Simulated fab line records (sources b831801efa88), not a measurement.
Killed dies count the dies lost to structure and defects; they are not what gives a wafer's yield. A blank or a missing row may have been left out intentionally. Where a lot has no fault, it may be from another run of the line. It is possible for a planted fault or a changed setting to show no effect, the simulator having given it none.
Problem report, 8D (eight disciplines) form, completed by code    flow gf180mcu    the parts of the form that need people (team, actions taken, sign-off) are left out

1. WHAT IS WRONG
Mean SAB_CVD_00_THK at GF_SAB_THK_MEAS_01: 42.4 nm over 6 wafers in 2 lots; fault-free wafers: 50.3 nm, standard deviation 0.76. That is -10 standard deviations from the usual mean.
Seen first at day 19 11:58 on filmMetro-03, wafer L606.2. Wafers with a number at this step in the record: 42, from 14 lots. The rule behind "out" and "out of limits": a value lying over 4 standard deviations away from the usual mean. All remaining wafers that have a number are taken as sound.

2. WHAT IT IS AND WHAT IT IS NOT
question                     is                          is not
which readings at this step  SAB_CVD_00_THK              -
which lots                   L606, L607                  L592, L593, L594, L595, L596, L597, L599, L600, L610, L611, L612, L613
which wafers of those lots   all that have a number      -
read on which gauges         filmMetro-03, filmMetro-04  filmMetro-02
when                         from day 19 11:58           up to then (24 sound wafers); but 12 sound wafers of L610, L611, L612, L613 came after

3. WHAT RULES OUT EACH SUSPECT
Counting: a tool at any process step up to the reading remains a suspect when it ran all the lots that are out and ran no sound lot after the first of those.
- the gauge at GF_SAB_THK_MEAS_01 has been ruled out. Those wafers that are out were read across 2 gauges (filmMetro-03, filmMetro-04).
- pecvd-04 at GF_SAB_CVD_00 (deposits SiO2 from TEOS, target thk 50 nm, time 4.9302 s): kept. It processed each lot that is out, first L606 at day 19 11:56, and no sound lot thereafter; up to then, the last sound lot it processed was L599 at day 16 19:50.
After counting, what remains is pecvd-04 at GF_SAB_CVD_00.

4. THE CAUSE (what the simulator had put in)
Site profile drift: pecvd-04, from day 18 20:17 on, at GF_SAB_CVD_00. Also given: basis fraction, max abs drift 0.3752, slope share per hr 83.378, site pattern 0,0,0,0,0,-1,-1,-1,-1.
The count eliminated every tool but this one.

5. THE EFFECT CHAIN, in route order
Each row: a reading where the mean over the struck wafers with a number is more than 3 standard deviations away from the usual. Readings are gone through only where the record gives a usual standard deviation; hours: the median, over the lots, of the time from a lot's start at the first step in this table giving one to that lot's start at this step; sigmas: the change measured in usual standard deviations.
hours  step                reading         usual    on struck wafers  change  sigmas
0      GF_SAB_THK_MEAS_01  SAB_CVD_00_THK  50.3 nm  42.4              -7.9    -10
At these later measuring or inspecting steps, every struck wafer for which the step has a row has a number for every such reading, and none has moved that far: GF_SAB_CD_MEAS_09, GF_CONTACT_THK_MEAS_03.

6. WHAT WOULD HAVE CAUGHT IT SOONER
Counted from the fault's start at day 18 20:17, it took 16 hours until the first out-of-limits reading at a measuring or inspecting step in this record, taken at day 19 11:58.
Of the tool readings at GF_SAB_CVD_00 for which the record gives a usual standard deviation, none was out on any struck wafer, so an alarm limit of 4 standard deviations on them would not have fired.
L607, from the lots that are out (2), started GF_SAB_CVD_00 on pecvd-04 later than day 19 11:58. Holding the tool at that time would have saved it.
